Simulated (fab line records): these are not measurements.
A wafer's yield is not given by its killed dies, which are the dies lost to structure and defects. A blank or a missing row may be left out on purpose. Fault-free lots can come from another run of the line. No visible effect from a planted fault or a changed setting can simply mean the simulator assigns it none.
fab line records | flow sky130 | part 1 of 2: steps 1 to 27 of 39
[record] lots = 5 | wafers = 15 | lastDay = 50
route steps=708 shown VT_ADJUST_LVTN@104 VT_ADJUST_NCORE@119 VT_ADJUST_HVTR@131
lots with no fault: from the same line, run without faults
startH: hours from the record's opening day to when the first of the lot's shown wafers began | waitH: time in hours since the lot's previous step | " unchanged from the row above | L1.1+2: one row covering several wafers at once | - no value present, or no start provided | * or withheld: withheld | < > ~ a bound
route shown NAME@n: NAME is a module with steps in the file, n the number in the route of the first one | usual: the fault-free wafers' mean and standard deviation | same: alike in all rows | chamber/n: place in a boat | sites: the reading at each site | _std_site: the standard deviation of these | _edge_site: inner sites' mean taken away from outer sites' mean | radiusMm: for every site, how far away it sits from the centre of the wafer | mask NAME#n: copy n | behind: the tool/chamber that last shaped the wafer | hold: what put the lot on hold/how long, in hours/how the hold closed | device: which transistor (n, p or np) failed to switch | end of line: the tests these same wafers got at the end of their route | step lacking rows: just its recipe | killed: dies that structure and defects cost at the first sort, which is not the same as the wafer's yield | map: a wafer's dies, x killed, . not, _ none there
set.NAME: setting as actually run; set.NAME@STEP: the setting as run at that earlier step | model.NAME: the simulator's own value behind a step, which no gauge read
a table for each step, a row for each wafer; lots at some steps of the route
services: a tool's chamber out of use, with start hour (startH, from the record's first day; less than 0 if before it), hours out, and reason
[[steps]]
[step SKY_VT_ADJUST_LVTN_OVL_MEAS_07]
[usual] VT_ADJUST_LVTN_OVL = 0.9/1.4
lot.wafer | tool       | chamber | startH | waitH | VT_ADJUST_LVTN_OVL[nm]
L077.2    | overlay-01 | -       | 159.64 | -     | 1.5
L077.3    | "          | -       | "      | "     | 1.5
L077.4    | "          | -       | "      | "     | -1.2
L082.1    | overlay-02 | -       | 195.56 | -     | 1.6
L082.4    | "          | -       | "      | "     | 3.4
L082.6    | "          | -       | "      | "     | 1.9
L087.1    | overlay-01 | -       | 231.61 | -     | 0.4
L087.2    | "          | -       | "      | "     | -0.2
L087.4    | "          | -       | "      | "     | -0.1
L089.3    | overlay-02 | -       | 241.22 | -     | 0.0
L089.5    | "          | -       | "      | "     | 0.7
L089.6    | "          | -       | "      | "     | 1.0
L094.1    | overlay-02 | -       | 278.91 | -     | 0.4
L094.2    | "          | -       | "      | "     | -0.1
L094.6    | "          | -       | "      | "     | 1.1
[step SKY_VT_ADJUST_LVTN_IMPLANT_08]
[recipe] species = B | energyKev = 30 | doseCm2 = 1.57e+12 | tiltDeg = withheld
lot.wafer  | tool         | chamber | startH | waitH
L077.2+3+4 | implanter-02 | 0       | 159.70 | 0.0
L082.1+4+6 | implanter-04 | 0       | 195.59 | 0.0
L087.1+2+4 | implanter-01 | 0       | 231.64 | 0.0
L089.3+5+6 | implanter-04 | 0       | 241.29 | 0.1
L094.1+2+6 | implanter-01 | 0       | 278.94 | 0.0
[step SKY_VT_ADJUST_LVTN_STRIP_09]
[recipe] chemistry = O2/N2 | powerW = 1400 | pressureMtorr = 1500 | platenTempC = withheld | o2FlowSccm = 3000 | n2FlowSccm = 300 | overashFraction = 0.5
[usual] drypumpMotorCurrentA = 5.8/0.46 | n2FlowSccm = 300.0/0.96 | oesProductAu = 0.722/0.0046 | stripTimeToEndpointS = 36.95/0.095
lot.wafer | tool           | chamber | startH | waitH | drypumpMotorCurrentA | n2FlowSccm | oesProductAu | rfHoursCounterH | stripTimeToEndpointS
L077.2    | plasmaAsher-01 | 1       | 159.82 | 0.1   | 5.8                  | 300.1      | 0.728        | 4               | 36.97
L077.3    | "              | 0       | "      | "     | 6.7                  | 301.4      | 0.729        | -               | 36.77
L077.4    | "              | 1       | "      | "     | 5.8                  | 299.9      | 0.710        | -               | 36.93
L082.1    | plasmaAsher-01 | 1       | 195.74 | 0.1   | 5.8                  | 299.4      | 0.723        | 8               | 37.15
L082.4    | "              | 1       | "      | "     | 5.8                  | 299.1      | 0.718        | -               | 37.09
L082.6    | "              | 0       | "      | "     | 6.7                  | 301.2      | 0.719        | -               | 37.10
L087.1    | plasmaAsher-01 | 0       | 231.79 | 0.1   | 6.8                  | 300.5      | 0.724        | 12              | 37.07
L087.2    | "              | 1       | "      | "     | 5.8                  | 300.6      | 0.722        | 12              | 37.15
L087.4    | "              | 0       | "      | "     | 6.8                  | 300.5      | 0.718        | -               | 37.10
L089.3    | plasmaAsher-04 | 0       | 241.43 | 0.1   | 5.7                  | 298.2      | 0.722        | -               | 36.86
L089.5    | "              | 0       | "      | "     | 5.7                  | 298.9      | 0.725        | -               | 36.77
L089.6    | "              | 1       | "      | "     | 6.1                  | 301.1      | 0.721        | -               | 36.95
L094.1    | plasmaAsher-03 | 0       | 279.09 | 0.1   | 5.6                  | 299.3      | 0.729        | 61              | 37.02
L094.2    | "              | 1       | "      | "     | 5.2                  | 299.3      | 0.719        | 61              | 36.88
L094.6    | "              | 1       | "      | "     | 5.3                  | 299.3      | 0.719        | -               | 36.98
[step SKY_VT_ADJUST_LVTN_TW_MEAS_10]
[usual] VT_ADJUST_LVTN_TW = 240.5/1.3
lot.wafer | tool         | chamber | startH | waitH | VT_ADJUST_LVTN_TW
L077.2    | filmMetro-04 | -       | 159.93 | 0.1   | 241.2
L077.3    | "            | -       | "      | "     | 239.6
L077.4    | "            | -       | "      | "     | 242.3
L082.1    | filmMetro-04 | -       | 195.84 | 0.1   | 241.3
L082.4    | "            | -       | "      | "     | 240.7
L082.6    | "            | -       | "      | "     | 240.2
L087.1    | filmMetro-01 | -       | 231.89 | 0.1   | 237.6
L087.2    | "            | -       | "      | "     | 238.3
L087.4    | "            | -       | "      | "     | 239.4
L089.3    | filmMetro-04 | -       | 241.52 | 0.1   | 241.4
L089.5    | "            | -       | "      | "     | 240.1
L089.6    | "            | -       | "      | "     | 240.3
L094.1    | filmMetro-01 | -       | 279.19 | 0.1   | 239.4
L094.2    | "            | -       | "      | "     | 240.7
L094.6    | "            | -       | "      | "     | 239.8
[step SKY_VT_ADJUST_LVTN_DEHYDRATE_11]
[recipe] tempC = 200 | timeS = 60
[usual] heaterPowerTotalW = 160.37/0.11
[same] timeS = 60
lot.wafer | tool          | chamber | startH | waitH | heaterPowerTotalW
L077.2    | lithoTrack-04 | 0       | 169.38 | 9.4   | 160.32
L077.3    | "             | 0       | "      | "     | 160.23
L077.4    | "             | 0       | "      | "     | 160.48
L082.1    | lithoTrack-04 | 0       | 206.11 | 10.3  | 160.51
L082.4    | "             | 0       | "      | "     | 160.55
L082.6    | "             | 0       | "      | "     | 160.44
L087.1    | lithoTrack-03 | 0       | 242.88 | 11.0  | 160.48
L087.2    | "             | 0       | "      | "     | 160.43
L087.4    | "             | 0       | "      | "     | 160.38
L089.3    | lithoTrack-04 | 0       | 252.26 | 10.7  | 160.51
L089.5    | "             | 0       | "      | "     | 160.31
L089.6    | "             | 0       | "      | "     | 160.44
L094.1    | lithoTrack-02 | 0       | 291.36 | 12.2  | 160.26
L094.2    | "             | 0       | "      | "     | 160.44
L094.6    | "             | 0       | "      | "     | 160.44
[step SKY_VT_ADJUST_LVTN_HMDS_12]
[recipe] primeTimeS = 60 | primeTempC = 120
lot.wafer  | tool          | chamber | startH | waitH
L077.2+3+4 | lithoTrack-04 | 0       | 169.53 | 0.1
L082.1+4+6 | lithoTrack-04 | 0       | 206.26 | 0.1
L087.1+2+4 | lithoTrack-03 | 0       | 243.03 | 0.1
L089.3+5+6 | lithoTrack-04 | 0       | 252.41 | 0.1
L094.1+2+6 | lithoTrack-02 | 0       | 291.51 | 0.1
[step SKY_VT_ADJUST_LVTN_COAT_13]
[recipe] resist = NOVOLAK | spinRpm = 3000 | resistThkNm = 1140
lot.wafer  | tool          | chamber | startH | waitH
L077.2+3+4 | lithoTrack-04 | 0       | 169.68 | 0.1
L082.1+4+6 | lithoTrack-04 | 0       | 206.41 | 0.1
L087.1+2+4 | lithoTrack-03 | 0       | 243.18 | 0.1
L089.3+5+6 | lithoTrack-04 | 0       | 252.56 | 0.1
L094.1+2+6 | lithoTrack-02 | 0       | 291.66 | 0.1
[step SKY_VT_ADJUST_LVTN_SOFTBAKE_14]
[recipe] tempC = 90 | timeS = 60 | resist = NOVOLAK
[usual] heaterPowerTotalW = 56.59/0.048
[same] timeS = 60
lot.wafer | tool          | chamber | startH | waitH | heaterPowerTotalW
L077.2    | lithoTrack-04 | 0       | 169.83 | 0.1   | 56.61
L077.3    | "             | 0       | "      | "     | 56.65
L077.4    | "             | 0       | "      | "     | 56.63
L082.1    | lithoTrack-04 | 0       | 206.56 | 0.1   | 56.64
L082.4    | "             | 0       | "      | "     | 56.66
L082.6    | "             | 0       | "      | "     | 56.63
L087.1    | lithoTrack-03 | 0       | 243.33 | 0.1   | 56.60
L087.2    | "             | 0       | "      | "     | 56.57
L087.4    | "             | 0       | "      | "     | 56.52
L089.3    | lithoTrack-04 | 0       | 252.71 | 0.1   | 56.56
L089.5    | "             | 0       | "      | "     | 56.59
L089.6    | "             | 0       | "      | "     | 56.58
L094.1    | lithoTrack-02 | 0       | 291.81 | 0.1   | 56.63
L094.2    | "             | 0       | "      | "     | 56.49
L094.6    | "             | 0       | "      | "     | 56.55
[step SKY_VT_ADJUST_LVTN_EXPOSE_15]
[recipe] maskId = HVN_STD_DERIVED | na = 0.6 | sourceShape = conventional | sigmaOuter = 0.6 | polarization = unpolarized | targetCdNm = 600 | doseMj = 163
[usual] reticleTempC = 22.99/0.12
lot.wafer | tool            | chamber | startH | waitH | mask              | reticleTempC
L077.2    | ilineStepper-01 | 0       | -      | -     | HVN_STD_DERIVED#0 | 22.97
L077.3    | "               | 0       | "      | "     | HVN_STD_DERIVED#0 | 22.96
L077.4    | "               | 0       | "      | "     | HVN_STD_DERIVED#0 | 23.15
L082.1    | ilineStepper-02 | 0       | -      | -     | HVN_STD_DERIVED#0 | 22.73
L082.4    | "               | 0       | "      | "     | HVN_STD_DERIVED#0 | 22.80
L082.6    | "               | 0       | "      | "     | HVN_STD_DERIVED#0 | 22.82
L087.1    | ilineStepper-01 | 0       | -      | -     | HVN_STD_DERIVED#0 | 22.87
L087.2    | "               | 0       | "      | "     | HVN_STD_DERIVED#0 | 22.80
L087.4    | "               | 0       | "      | "     | HVN_STD_DERIVED#0 | 23.10
L089.3    | ilineStepper-01 | 0       | -      | -     | HVN_STD_DERIVED#0 | 22.95
L089.5    | "               | 0       | "      | "     | HVN_STD_DERIVED#0 | 22.88
L089.6    | "               | 0       | "      | "     | HVN_STD_DERIVED#0 | 22.95
L094.1    | ilineStepper-01 | 0       | -      | -     | HVN_STD_DERIVED#0 | 22.87
L094.2    | "               | 0       | "      | "     | HVN_STD_DERIVED#0 | 23.22
L094.6    | "               | 0       | "      | "     | HVN_STD_DERIVED#0 | 22.90
[step SKY_VT_ADJUST_LVTN_PEB_16]
[recipe] tempC = withheld | timeS = * | resist = NOVOLAK
[same] timeS = *
lot.wafer  | tool          | chamber | startH | waitH
L077.2+3+4 | lithoTrack-02 | 0       | -      | -
L082.1+4+6 | lithoTrack-03 | 0       | -      | -
L087.1+2+4 | lithoTrack-04 | 0       | -      | -
L089.3+5+6 | lithoTrack-04 | 0       | -      | -
L094.1+2+6 | lithoTrack-03 | 0       | -      | -
[step SKY_VT_ADJUST_LVTN_DEVELOP_17]
[recipe] resist = NOVOLAK | developer = TMAH | developTimeS = 60 | devTempC = 23
lot.wafer  | tool          | chamber | startH | waitH
L077.2+3+4 | lithoTrack-02 | 0       | 179.88 | 0.1
L082.1+4+6 | lithoTrack-03 | 0       | 217.48 | 0.1
L087.1+2+4 | lithoTrack-04 | 0       | 254.91 | 0.1
L089.3+5+6 | lithoTrack-04 | 0       | 265.06 | 0.1
L094.1+2+6 | lithoTrack-03 | 0       | 304.03 | 0.1
[step SKY_VT_ADJUST_LVTN_OVL_MEAS_18]
[usual] VT_ADJUST_LVTN_01_OVL = 0.3/1.3
lot.wafer | tool       | chamber | startH | waitH | VT_ADJUST_LVTN_01_OVL[nm]
L077.2    | overlay-01 | -       | 180.01 | 0.1   | -0.3
L077.3    | "          | -       | "      | "     | 1.3
L077.4    | "          | -       | "      | "     | -0.4
L082.1    | overlay-02 | -       | 217.63 | 0.1   | 1.4
L082.4    | "          | -       | "      | "     | 1.3
L082.6    | "          | -       | "      | "     | 1.3
L087.1    | overlay-01 | -       | 255.06 | 0.1   | 0.8
L087.2    | "          | -       | "      | "     | -1.7
L087.4    | "          | -       | "      | "     | -3.0
L089.3    | overlay-02 | -       | 265.17 | 0.1   | -1.2
L089.5    | "          | -       | "      | "     | 0.0
L089.6    | "          | -       | "      | "     | -0.2
L094.1    | overlay-01 | -       | 304.19 | 0.1   | -1.2
L094.2    | "          | -       | "      | "     | 0.3
L094.6    | "          | -       | "      | "     | -0.2
[step SKY_VT_ADJUST_LVTN_IMPLANT_19]
[recipe] species = B | energyKev = 30 | doseCm2 = 6.5e+11 | tiltDeg = withheld
lot.wafer  | tool         | chamber | startH | waitH
L077.2+3+4 | implanter-04 | 0       | 180.07 | 0.0
L082.1+4+6 | implanter-02 | 0       | 217.67 | 0.0
L087.1+2+4 | implanter-01 | 0       | 255.09 | 0.0
L089.3+5+6 | implanter-02 | 0       | 265.24 | 0.1
L094.1+2+6 | implanter-01 | 0       | 304.23 | 0.0
[step SKY_VT_ADJUST_LVTN_STRIP_20]
[recipe] chemistry = O2/N2 | powerW = 1400 | pressureMtorr = 1500 | platenTempC = withheld | o2FlowSccm = 3000 | n2FlowSccm = 300 | overashFraction = 0.5
[usual] drypumpMotorCurrentA = 5.9/0.48 | n2FlowSccm = 299.9/0.88 | oesProductAu = 0.715/0.0048 | stripTimeToEndpointS = 14.19/0.043
lot.wafer | tool           | chamber | startH | waitH | drypumpMotorCurrentA | n2FlowSccm | oesProductAu | rfHoursCounterH | stripTimeToEndpointS
L077.2    | plasmaAsher-01 | 1       | 180.19 | 0.1   | 5.8                  | 298.4      | 0.722        | 7               | 14.16
L077.3    | "              | 1       | "      | "     | 5.8                  | 299.5      | 0.714        | -               | 14.17
L077.4    | "              | 0       | "      | "     | 6.7                  | 299.4      | 0.713        | -               | 14.16
L082.1    | plasmaAsher-04 | 0       | 217.82 | 0.1   | 5.7                  | 300.5      | 0.716        | 48              | 14.21
L082.4    | "              | 1       | "      | "     | 6.1                  | 299.3      | 0.709        | -               | 14.18
L082.6    | "              | 1       | "      | "     | 6.1                  | 300.0      | 0.721        | -               | 14.24
L087.1    | plasmaAsher-03 | 0       | 255.24 | 0.1   | 5.6                  | 300.2      | 0.718        | 60              | 14.20
L087.2    | "              | 1       | "      | "     | 5.3                  | 301.2      | 0.710        | 60              | 14.19
L087.4    | "              | 1       | "      | "     | 5.3                  | 301.3      | 0.721        | -               | 14.16
L089.3    | plasmaAsher-01 | 1       | 265.38 | 0.1   | 5.8                  | 298.5      | 0.717        | -               | 14.22
L089.5    | "              | 0       | "      | "     | 6.7                  | 301.3      | 0.719        | -               | 14.18
L089.6    | "              | 1       | "      | "     | 5.8                  | 299.0      | 0.714        | -               | 14.16
L094.1    | plasmaAsher-03 | 1       | 304.38 | 0.1   | 5.3                  | 298.6      | 0.719        | 64              | 14.22
L094.2    | "              | 0       | "      | "     | 5.6                  | 299.8      | 0.708        | 64              | 14.18
L094.6    | "              | 1       | "      | "     | 5.3                  | 299.7      | 0.722        | -               | 14.27
[step SKY_VT_ADJUST_LVTN_TW_MEAS_21]
[usual] VT_ADJUST_LVTN_2_TW = 187.5/1.1
lot.wafer | tool         | chamber | startH | waitH | VT_ADJUST_LVTN_2_TW
L077.2    | filmMetro-02 | -       | 180.30 | 0.1   | 186.7
L077.3    | "            | -       | "      | "     | 187.5
L077.4    | "            | -       | "      | "     | 187.9
L082.1    | filmMetro-04 | -       | 217.92 | 0.1   | 186.9
L082.4    | "            | -       | "      | "     | 186.9
L082.6    | "            | -       | "      | "     | 186.0
L087.1    | filmMetro-02 | -       | 255.34 | 0.1   | 188.8
L087.2    | "            | -       | "      | "     | 188.1
L087.4    | "            | -       | "      | "     | 188.4
L089.3    | filmMetro-02 | -       | 265.46 | 0.1   | 189.1
L089.5    | "            | -       | "      | "     | 188.7
L089.6    | "            | -       | "      | "     | 188.6
L094.1    | filmMetro-02 | -       | 304.48 | 0.1   | 188.8
L094.2    | "            | -       | "      | "     | 189.6
L094.6    | "            | -       | "      | "     | 189.2
[step SKY_VT_ADJUST_NCORE_DEHYDRATE_00]
[recipe] tempC = 200 | timeS = 60
[usual] heaterPowerTotalW = 160.36/0.13
[same] timeS = 60
lot.wafer | tool          | chamber | startH | waitH | heaterPowerTotalW
L077.2    | lithoTrack-01 | 0       | 190.73 | 10.4  | 160.17
L077.3    | "             | 0       | "      | "     | 160.32
L077.4    | "             | 0       | "      | "     | 160.37
L082.1    | lithoTrack-02 | 0       | 228.21 | 10.3  | 160.21
L082.4    | "             | 0       | "      | "     | 160.19
L082.6    | "             | 0       | "      | "     | 160.52
L087.1    | lithoTrack-04 | 0       | 267.06 | 11.7  | 160.58
L087.2    | "             | 0       | "      | "     | 160.30
L087.4    | "             | 0       | "      | "     | 160.41
L089.3    | lithoTrack-02 | 0       | 276.26 | 10.8  | 160.31
L089.5    | "             | 0       | "      | "     | 160.21
L089.6    | "             | 0       | "      | "     | 160.08
L094.1    | lithoTrack-01 | 0       | 317.61 | 13.1  | 160.21
L094.2    | "             | 0       | "      | "     | 160.41
L094.6    | "             | 0       | "      | "     | 160.67
[step SKY_VT_ADJUST_NCORE_HMDS_01]
[recipe] primeTimeS = 60 | primeTempC = 120
lot.wafer  | tool          | chamber | startH | waitH
L077.2+3+4 | lithoTrack-01 | 0       | 190.88 | 0.1
L082.1+4+6 | lithoTrack-02 | 0       | 228.36 | 0.1
L087.1+2+4 | lithoTrack-04 | 0       | 267.21 | 0.1
L089.3+5+6 | lithoTrack-02 | 0       | 276.41 | 0.1
L094.1+2+6 | lithoTrack-01 | 0       | 317.76 | 0.1
[step SKY_VT_ADJUST_NCORE_COAT_02]
[recipe] resist = NOVOLAK | spinRpm = 3000 | resistThkNm = 1140
lot.wafer  | tool          | chamber | startH | waitH
L077.2+3+4 | lithoTrack-01 | 0       | 191.03 | 0.1
L082.1+4+6 | lithoTrack-02 | 0       | 228.51 | 0.1
L087.1+2+4 | lithoTrack-04 | 0       | 267.36 | 0.1
L089.3+5+6 | lithoTrack-02 | 0       | 276.56 | 0.1
L094.1+2+6 | lithoTrack-01 | 0       | 317.91 | 0.1
[step SKY_VT_ADJUST_NCORE_SOFTBAKE_03]
[recipe] tempC = 90 | timeS = 60 | resist = NOVOLAK
[usual] heaterPowerTotalW = 56.60/0.048
[same] timeS = 60
lot.wafer | tool          | chamber | startH | waitH | heaterPowerTotalW
L077.2    | lithoTrack-01 | 0       | 191.18 | 0.1   | 56.65
L077.3    | "             | 0       | "      | "     | 56.56
L077.4    | "             | 0       | "      | "     | 56.55
L082.1    | lithoTrack-02 | 0       | 228.66 | 0.1   | 56.58
L082.4    | "             | 0       | "      | "     | 56.48
L082.6    | "             | 0       | "      | "     | 56.60
L087.1    | lithoTrack-04 | 0       | 267.51 | 0.1   | 56.50
L087.2    | "             | 0       | "      | "     | 56.55
L087.4    | "             | 0       | "      | "     | 56.57
L089.3    | lithoTrack-02 | 0       | 276.71 | 0.1   | 56.62
L089.5    | "             | 0       | "      | "     | 56.55
L089.6    | "             | 0       | "      | "     | 56.58
L094.1    | lithoTrack-01 | 0       | 318.06 | 0.1   | 56.60
L094.2    | "             | 0       | "      | "     | 56.59
L094.6    | "             | 0       | "      | "     | 56.47
[step SKY_VT_ADJUST_NCORE_EXPOSE_04]
[recipe] maskId = LVTN_COMPLEMENT_THIN | na = 0.6 | sourceShape = conventional | sigmaOuter = 0.6 | polarization = unpolarized | targetCdNm = 380 | doseMj = 139
[usual] reticleTempC = 22.99/0.11
lot.wafer | tool            | chamber | startH | waitH | mask                   | reticleTempC
L077.2    | ilineStepper-01 | 0       | -      | -     | LVTN_COMPLEMENT_THIN#0 | 22.95
L077.3    | "               | 0       | "      | "     | LVTN_COMPLEMENT_THIN#0 | 22.93
L077.4    | "               | 0       | "      | "     | LVTN_COMPLEMENT_THIN#0 | 23.15
L082.1    | ilineStepper-01 | 0       | -      | -     | LVTN_COMPLEMENT_THIN#0 | 23.04
L082.4    | "               | 0       | "      | "     | LVTN_COMPLEMENT_THIN#0 | 23.09
L082.6    | "               | 0       | "      | "     | LVTN_COMPLEMENT_THIN#0 | 22.99
L087.1    | ilineStepper-02 | 0       | -      | -     | LVTN_COMPLEMENT_THIN#0 | 22.83
L087.2    | "               | 0       | "      | "     | LVTN_COMPLEMENT_THIN#0 | 22.93
L087.4    | "               | 0       | "      | "     | LVTN_COMPLEMENT_THIN#0 | 22.87
L089.3    | ilineStepper-01 | 0       | -      | -     | LVTN_COMPLEMENT_THIN#0 | 23.05
L089.5    | "               | 0       | "      | "     | LVTN_COMPLEMENT_THIN#0 | 23.05
L089.6    | "               | 0       | "      | "     | LVTN_COMPLEMENT_THIN#0 | 22.93
L094.1    | ilineStepper-02 | 0       | -      | -     | LVTN_COMPLEMENT_THIN#0 | 23.18
L094.2    | "               | 0       | "      | "     | LVTN_COMPLEMENT_THIN#0 | 23.13
L094.6    | "               | 0       | "      | "     | LVTN_COMPLEMENT_THIN#0 | 23.09
[step SKY_VT_ADJUST_NCORE_PEB_05]
[recipe] tempC = withheld | timeS = * | resist = NOVOLAK
[same] timeS = *
lot.wafer  | tool          | chamber | startH | waitH
L077.2+3+4 | lithoTrack-04 | 0       | -      | -
L082.1+4+6 | lithoTrack-02 | 0       | -      | -
L087.1+2+4 | lithoTrack-04 | 0       | -      | -
L089.3+5+6 | lithoTrack-04 | 0       | -      | -
L094.1+2+6 | lithoTrack-04 | 0       | -      | -
[step SKY_VT_ADJUST_NCORE_DEVELOP_06]
[recipe] resist = NOVOLAK | developer = TMAH | developTimeS = 60 | devTempC = 23
lot.wafer  | tool          | chamber | startH | waitH
L077.2+3+4 | lithoTrack-04 | 0       | 201.73 | 0.1
L082.1+4+6 | lithoTrack-02 | 0       | 240.11 | 0.1
L087.1+2+4 | lithoTrack-04 | 0       | 279.31 | 0.1
L089.3+5+6 | lithoTrack-04 | 0       | 289.61 | 0.1
L094.1+2+6 | lithoTrack-04 | 0       | 331.11 | 0.1
[step SKY_VT_ADJUST_NCORE_CD_MEAS_07]
[recipe] targetCdNm = 380
[usual] cdNm = 379.7/2.5
lot.wafer | tool     | chamber | startH | waitH | cdNm
L077.2    | cdSem-01 | -       | 201.88 | 0.1   | 381.9
L077.3    | "        | -       | "      | "     | 381.4
L077.4    | "        | -       | "      | "     | 381.2
L082.1    | cdSem-02 | -       | 240.26 | 0.1   | 378.2
L082.4    | "        | -       | "      | "     | 376.8
L082.6    | "        | -       | "      | "     | 378.7
L087.1    | cdSem-01 | -       | 279.46 | 0.1   | 384.0
L087.2    | "        | -       | "      | "     | 382.6
L087.4    | "        | -       | "      | "     | 384.4
L089.3    | cdSem-01 | -       | 289.75 | 0.1   | 377.4
L089.5    | "        | -       | "      | "     | 375.6
L089.6    | "        | -       | "      | "     | 376.4
L094.1    | cdSem-01 | -       | 331.26 | 0.1   | 378.4
L094.2    | "        | -       | "      | "     | 379.0
L094.6    | "        | -       | "      | "     | 377.4
[step SKY_VT_ADJUST_NCORE_OVL_MEAS_08]
[usual] VT_ADJUST_NCORE_OVL = 0.0/1.2
lot.wafer | tool       | chamber | startH | waitH | VT_ADJUST_NCORE_OVL[nm]
L077.2    | overlay-02 | -       | 201.98 | 0.1   | -1.8
L077.3    | "          | -       | "      | "     | 0.7
L077.4    | "          | -       | "      | "     | 0.7
L082.1    | overlay-01 | -       | 240.38 | 0.1   | -1.2
L082.4    | "          | -       | "      | "     | -1.4
L082.6    | "          | -       | "      | "     | -1.6
L087.1    | overlay-02 | -       | 279.58 | 0.1   | -0.3
L087.2    | "          | -       | "      | "     | 3.0
L087.4    | "          | -       | "      | "     | -1.6
L089.3    | overlay-01 | -       | 289.84 | 0.1   | -0.9
L089.5    | "          | -       | "      | "     | -0.2
L089.6    | "          | -       | "      | "     | -1.2
L094.1    | overlay-01 | -       | 331.38 | 0.1   | -0.4
L094.2    | "          | -       | "      | "     | -1.0
L094.6    | "          | -       | "      | "     | -1.5
[step SKY_VT_ADJUST_NCORE_IMPLANT_09]
[recipe] species = B | energyKev = 10 | doseCm2 = 2.4e+12 | tiltDeg = withheld
lot.wafer  | tool         | chamber | startH | waitH
L077.2+3+4 | implanter-02 | 0       | 202.04 | 0.0
L082.1+4+6 | implanter-02 | 0       | 240.41 | 0.0
L087.1+2+4 | implanter-02 | 0       | 279.61 | 0.0
L089.3+5+6 | implanter-04 | 0       | 289.91 | 0.1
L094.1+2+6 | implanter-02 | 0       | 331.41 | 0.0
[step SKY_VT_ADJUST_NCORE_STRIP_10]
[recipe] chemistry = O2/N2 | powerW = 1400 | pressureMtorr = 1500 | platenTempC = withheld | o2FlowSccm = 3000 | n2FlowSccm = 300 | overashFraction = 0.5
[usual] drypumpMotorCurrentA = 5.8/0.54 | n2FlowSccm = 299.9/0.91 | oesProductAu = 0.715/0.0043 | stripTimeToEndpointS = 14.19/0.044
lot.wafer | tool           | chamber | startH | waitH | drypumpMotorCurrentA | n2FlowSccm | oesProductAu | rfHoursCounterH | stripTimeToEndpointS
L077.2    | plasmaAsher-04 | 0       | 202.16 | 0.1   | 5.7                  | 298.9      | 0.716        | 46              | 14.14
L077.3    | "              | 0       | "      | "     | 5.7                  | 299.4      | 0.717        | -               | 14.18
L077.4    | "              | 1       | "      | "     | 6.1                  | 300.2      | 0.710        | -               | 14.13
L082.1    | plasmaAsher-01 | 0       | 240.56 | 0.1   | 6.7                  | 299.0      | 0.720        | 13              | 14.15
L082.4    | "              | 0       | "      | "     | 6.7                  | 299.5      | 0.708        | -               | 14.15
L082.6    | "              | 0       | "      | "     | 6.7                  | 298.7      | 0.717        | -               | 14.15
L087.1    | plasmaAsher-04 | 0       | 279.76 | 0.1   | 5.7                  | 299.7      | 0.716        | 54              | 14.24
L087.2    | "              | 1       | "      | "     | 6.1                  | 301.1      | 0.714        | 54              | 14.25
L087.4    | "              | 0       | "      | "     | 5.7                  | 299.8      | 0.716        | -               | 14.23
L089.3    | plasmaAsher-01 | 1       | 290.05 | 0.1   | 5.8                  | 301.6      | 0.714        | -               | 14.16
L089.5    | "              | 0       | "      | "     | 6.7                  | 299.2      | 0.717        | -               | 14.17
L089.6    | "              | 1       | "      | "     | 5.8                  | 299.6      | 0.713        | -               | 14.20
L094.1    | plasmaAsher-04 | 1       | 331.56 | 0.1   | 6.1                  | 300.0      | 0.708        | 59              | 14.22
L094.2    | "              | 0       | "      | "     | 5.7                  | 300.2      | 0.723        | 59              | 14.23
L094.6    | "              | 0       | "      | "     | 5.7                  | 299.6      | 0.712        | -               | 14.27
[step SKY_VT_ADJUST_NCORE_TW_MEAS_11]
[usual] VT_ADJUST_NCORE_TW = 218.6/1.6
lot.wafer | tool         | chamber | startH | waitH | VT_ADJUST_NCORE_TW
L077.2    | filmMetro-02 | -       | 202.27 | 0.1   | 221.2
L077.3    | "            | -       | "      | "     | 220.2
L077.4    | "            | -       | "      | "     | 219.8
L082.1    | filmMetro-01 | -       | 240.66 | 0.1   | 216.4
L082.4    | "            | -       | "      | "     | 217.5
L082.6    | "            | -       | "      | "     | 216.1
L087.1    | filmMetro-02 | -       | 279.86 | 0.1   | 220.0
L087.2    | "            | -       | "      | "     | 220.2
L087.4    | "            | -       | "      | "     | 220.7
L089.3    | filmMetro-01 | -       | 290.13 | 0.1   | 217.9
L089.5    | "            | -       | "      | "     | 217.8
L089.6    | "            | -       | "      | "     | 218.3
L094.1    | filmMetro-01 | -       | 331.66 | 0.1   | 214.6
L094.2    | "            | -       | "      | "     | 215.9
L094.6    | "            | -       | "      | "     | 217.8
